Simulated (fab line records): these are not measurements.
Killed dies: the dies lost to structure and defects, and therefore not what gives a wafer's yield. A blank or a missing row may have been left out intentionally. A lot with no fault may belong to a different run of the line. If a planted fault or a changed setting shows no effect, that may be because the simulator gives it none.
fab line records	flow sfq_line	part 2 of 2: steps 25 to 33 of 33
record lots=5	wafers=15	last_day=81
route steps=325 shown I5@236 C5@240 M6@251 I6@266
lots untouched by any fault: they come from a run of this same line in which no faults occurred
start_h: hours from the record's opening day to when the first of the lot's shown wafers began	wait_h: hours elapsed since this lot's preceding step	" the same as in the row above	L1.1+2: one row covering several wafers at once	- either no value or no given start	* or withheld: withheld	< > ~ a bound
route shown NAME@n: names a module that has steps shown in the file, with the first one's number in the route	usual: the fault-free wafers' mean and standard deviation	same: alike in all rows	chamber/n: place in a boat	sites: each site's reading	_std_site: their standard deviation	_edge_site: mean of outer sites minus mean of inner sites	radius_mm: for every site, how far away it sits from the centre of the wafer	mask NAME#n: copy n	behind: the most recent tool/chamber to have shaped the wafer	hold: why the lot went on hold/how many hours it stayed there/how the hold came to an end	device: the transistor (n, p or np) that didn't switch	end of line: the same wafers' tests at the end of the route	where a step has no rows: the recipe by itself	killed: not the wafer's yield, but the dies lost to structure and defects at the first sort	map: shows each die of a wafer: x if killed, . if not, _ if none is there
set.NAME: the setting the step ran with; set.NAME@STEP: the setting that earlier step ran with	model.NAME: the simulator's own value behind a step, which no gauge read
certain route steps with their lots: each step a table, each wafer a row
services: when a tool's chamber went out of use (start_h, in hours from the record's first day, below 0 if earlier), for how many hours, and the reason
## steps
# step SFQ_M6_OVL_MEAS_940
# usual M6_OVL=1/5.8
lot.wafer	tool	chamber	start_h	wait_h	M6_OVL[nm]
L079.1	overlay-01	-	1435.94	0.1	-5
L079.3	"	-	"	"	-3
L079.4	"	-	"	"	-1
L082.1	overlay-01	-	1586.02	0.1	-3
L082.5	"	-	"	"	3
L082.6	"	-	"	"	0
L084.3	overlay-02	-	1589.63	0.1	6
L084.4	"	-	"	"	1
L084.6	"	-	"	"	-4
L092.3	overlay-02	-	1656.03	0.1	1
L092.5	"	-	"	"	0
L092.6	"	-	"	"	6
L093.1	overlay-02	-	1710.81	0.1	0
L093.4	"	-	"	"	-9
L093.6	"	-	"	"	0
# step SFQ_TRILAYER_M6_BARC_OPEN_METAL_ETCH_206
# recipe mask_material=PR	chemistry=O2	target_depth_nm=125	target=BARC	icp_w=600	bias_w=80	pressure_mtorr=10	time_s=41.7
# usual bias_w=79.96/0.24	drypump_motor_current_A=5.9/0.37	oes_product_au=0.685/0.0046
lot.wafer	tool	chamber	start_h	wait_h	bias_w	drypump_motor_current_A	oes_product_au	rf_hours_counter_h
L079.1	rie_metal-02	1	1435.98	0.0	79.95	6.2	0.696	25
L079.3	"	1	"	"	79.96	6.2	0.681	-
L079.4	"	0	"	"	79.61	6.4	0.686	-
L082.1	rie_metal-04	1	1586.05	0.0	79.96	5.8	0.689	70
L082.5	"	0	"	"	80.33	5.3	0.675	-
L082.6	"	1	"	"	79.90	5.8	0.687	-
L084.3	rie_metal-02	1	1589.67	0.0	80.10	6.2	0.687	-
L084.4	"	0	"	"	80.30	6.4	0.690	-
L084.6	"	1	"	"	79.78	6.2	0.683	-
L092.3	rie_metal-04	1	1656.07	0.0	79.99	5.8	0.690	-
L092.5	"	0	"	"	79.74	5.3	0.685	-
L092.6	"	1	"	"	79.77	5.8	0.685	-
L093.1	rie_metal-04	1	1710.85	0.0	79.77	5.9	0.687	88
L093.4	"	1	"	"	79.74	5.9	0.684	-
L093.6	"	0	"	"	79.71	5.3	0.684	-
# step SFQ_TRILAYER_M6_ETCH_METAL_ETCH_162
# recipe target=Nb	stop_on=SiO2	mask_material=PR	chemistry=Cl2/Ar	target_depth_nm=240	icp_w=600	bias_w=80	pressure_mtorr=10	time_s=120
# usual bias_w=79.98/0.25	drypump_motor_current_A=5.9/0.37	oes_product_au=0.894/0.0084
lot.wafer	tool	chamber	start_h	wait_h	bias_w	drypump_motor_current_A	oes_product_au	rf_hours_counter_h
L079.1	rie_metal-02	1	1436.04	0.0	80.25	6.2	0.898	25
L079.3	"	1	"	"	80.27	6.2	0.903	-
L079.4	"	0	"	"	79.99	6.4	0.889	-
L082.1	rie_metal-04	1	1586.11	0.0	79.38	5.8	0.887	70
L082.5	"	0	"	"	80.24	5.2	0.897	-
L082.6	"	1	"	"	79.91	5.8	0.890	-
L084.3	rie_metal-02	1	1589.75	0.1	80.32	6.2	0.892	-
L084.4	"	0	"	"	79.86	6.4	0.887	-
L084.6	"	1	"	"	80.22	6.2	0.899	-
L092.3	rie_metal-04	1	1656.15	0.1	80.41	5.8	0.902	-
L092.5	"	0	"	"	79.97	5.2	0.900	-
L092.6	"	1	"	"	79.94	5.8	0.899	-
L093.1	rie_metal-04	1	1710.91	0.0	80.21	5.8	0.894	88
L093.4	"	1	"	"	79.69	5.8	0.897	-
L093.6	"	0	"	"	79.48	5.3	0.884	-
# step SFQ_TRILAYER_M6_STRIP_STRIP_163
# recipe gas=O2	power_w=200	platen_temp_c=40	overash_fraction=0.65	chemistry=O2	pressure_mtorr=50
# usual drypump_motor_current_A=5.9/0.37	oes_product_au=1.001/0.009
lot.wafer	tool	chamber	start_h	wait_h	drypump_motor_current_A	oes_product_au	rf_hours_counter_h
L079.1	rie_metal-02	1	1436.16	0.1	6.2	0.985	25
L079.3	"	1	"	"	6.2	1.001	-
L079.4	"	0	"	"	6.4	1.007	-
L082.1	rie_metal-04	1	1586.24	0.1	5.9	1.000	70
L082.5	"	0	"	"	5.2	1.006	-
L082.6	"	1	"	"	5.9	1.004	-
L084.3	rie_metal-02	1	1590.04	0.2	6.2	0.997	-
L084.4	"	0	"	"	6.4	0.998	-
L084.6	"	1	"	"	6.2	0.993	-
L092.3	rie_metal-04	1	1656.43	0.2	5.8	1.006	-
L092.5	"	0	"	"	5.2	1.003	-
L092.6	"	1	"	"	5.8	1.003	-
L093.1	rie_metal-04	1	1711.03	0.1	5.9	1.019	88
L093.4	"	1	"	"	5.8	1.012	-
L093.6	"	0	"	"	5.2	1.005	-
# step SFQ_TRILAYER_M6_STRIP_SOLV_CLEAN_164
# recipe chemistry=NMP	temp_c=70	time_s=600
lot.wafer	tool	chamber	start_h	wait_h
L079.1+3+4	wet_bench-03	5,4,7	1436.76	0.4
L082.1+5+6	wet_bench-03	0,1,7	1586.84	0.4
L084.3+4+6	wet_bench-04	2,6,3	1590.44	0.2
L092.3+5+6	wet_bench-03	4,6,2	1656.83	0.2
L093.1+4+6	wet_bench-03	2,3,1	1711.63	0.4
# step SFQ_TRILAYER_I6_DEP_PECVD_165
# recipe material=SiO2	temp_c=150	time_s=111.11	pressure_torr=2.4	rf_w=183.3	precursor=SiH4/N2O	target_thk_nm=500
# usual heater_power_w=83/15	throttle_valve_pct=25.7/2.2
lot.wafer	tool	chamber	start_h	wait_h	heater_power_w	throttle_valve_pct
L079.1	pecvd-01	2	1436.94	0.0	92	25.7
L079.3	"	1	"	"	92	26.1
L079.4	"	0	"	"	97	28.5
L082.1	pecvd-01	0	1587.01	0.0	79	29.2
L082.5	"	1	"	"	76	26.2
L082.6	"	2	"	"	95	25.8
L084.3	pecvd-02	0	1590.67	0.0	61	25.3
L084.4	"	1	"	"	100	29.8
L084.6	"	1	"	"	100	29.7
L092.3	pecvd-04	2	1657.01	0.0	71	23.9
L092.5	"	0	"	"	75	23.0
L092.6	"	2	"	"	75	23.6
L093.1	pecvd-04	1	1711.82	0.0	92	25.0
L093.4	"	2	"	"	73	24.0
L093.6	"	0	"	"	86	23.4
# step SFQ_TRILAYER_I6_CMP_CMP_166
# recipe material=SiO2	down_force_psi=3	platen_rpm=60	pad_velocity_m_s=0.94248
# usual motor_current_A=10.0/1.2	retaining_ring_pressure_frac=0.999/0.0051	time_to_endpoint_s=218/7.6
lot.wafer	tool	chamber	start_h	wait_h	motor_current_A	retaining_ring_pressure_frac	time_to_endpoint_s
L079.1	cmp-01	0	1442.34	5.4	10.2	0.993	219
L079.3	"	1	"	"	9.9	0.999	207
L079.4	"	2	"	"	10.2	0.999	208
L082.1	cmp-02	3	1587.59	0.5	7.6	0.998	207
L082.5	"	2	1589.09	2.0	9.9	1.004	229
L082.6	"	3	"	"	7.7	0.999	210
L084.3	cmp-02	3	1590.74	0.0	8.1	0.997	218
L084.4	"	2	1592.24	1.5	10.2	1.007	227
L084.6	"	3	"	"	7.6	0.999	216
L092.3	cmp-02	3	1660.39	3.3	7.9	0.995	210
L092.6	"	0	"	"	10.9	0.999	215
L092.5	"	1	"	"	10.6	0.999	216
L093.1	cmp-02	3	1711.90	0.0	7.4	0.997	210
L093.4	"	2	1713.40	1.5	9.3	0.997	227
L093.6	"	3	"	"	7.9	1.005	220
# step SFQ_I6_BOW_MEAS_941
# recipe mode=bow
# usual I6_BOW=5/11
lot.wafer	tool	chamber	start_h	wait_h	I6_BOW[um]
L079.1	film_metro-01	-	1444.84	2.0	4
L079.3	"	-	"	"	17
L079.4	"	-	"	"	13
L082.1	film_metro-01	-	1590.09	2.0	-2
L082.5	"	-	"	"	-10
L082.6	"	-	"	"	1
L084.3	film_metro-01	-	1593.78	2.5	3
L084.4	"	-	"	"	6
L084.6	"	-	"	"	-3
L092.3	film_metro-02	-	1661.93	1.0	-7
L092.5	"	-	"	"	4
L092.6	"	-	"	"	-7
L093.1	film_metro-01	-	1714.90	2.5	17
L093.4	"	-	"	"	5
L093.6	"	-	"	"	16
# step SFQ_TRILAYER_I6_METRO_MEASURE_167
# usual thk_nm=200.1/1.1
lot.wafer	tool	chamber	start_h	wait_h	thk_nm
L079.1	film_metro-01	-	1444.96	0.1	202.8
L079.3	"	-	"	"	200.5
L079.4	"	-	"	"	201.4
L082.1	film_metro-01	-	1590.21	0.1	200.4
L082.5	"	-	"	"	200.6
L082.6	"	-	"	"	199.6
L084.3	film_metro-01	-	1594.26	0.5	200.8
L084.4	"	-	"	"	200.9
L084.6	"	-	"	"	199.2
L092.3	film_metro-02	-	1662.41	0.5	199.2
L092.5	"	-	"	"	199.1
L092.6	"	-	"	"	199.2
L093.1	film_metro-01	-	1715.02	0.1	198.8
L093.4	"	-	"	"	201.0
L093.6	"	-	"	"	200.0
## services
tool	chamber	start_h	hours	kind
krf_scanner-01	-	1319.39	1.3	pm
krf_scanner-01	-	1325.58	2.1	repair
rie_diel-03	1	1326.58	6.2	repair
krf_scanner-01	-	1331.81	0.6	repair
rie_diel-03	3	1338.26	2.2	repair
rie_diel-03	-	1346.36	28.1	pm
krf_scanner-01	-	1351.01	4.0	pm
rie_metal-04	0	1356.73	22.2	repair
krf_scanner-01	-	1372.38	6.4	repair
rie_diel-03	-	1402.82	0.3	repair
krf_scanner-01	-	1422.19	1.0	pm
krf_scanner-01	-	1483.56	0.8	pm
rie_diel-03	0	1485.63	17.8	repair
rie_diel-03	-	1496.02	0.4	repair
krf_scanner-01	-	1507.23	3.6	pm
krf_scanner-01	-	1510.79	1.3	pm
rie_metal-04	0	1522.88	26.9	repair
rie_metal-04	-	1526.55	2.8	pm
krf_scanner-01	-	1590.56	1.0	pm
krf_scanner-01	-	1652.69	0.3	repair
krf_scanner-01	-	1671.04	1.3	pm
rie_metal-04	-	1684.78	4.3	pm
krf_scanner-01	-	1687.72	0.2	repair
krf_scanner-01	-	1703.68	0.3	repair
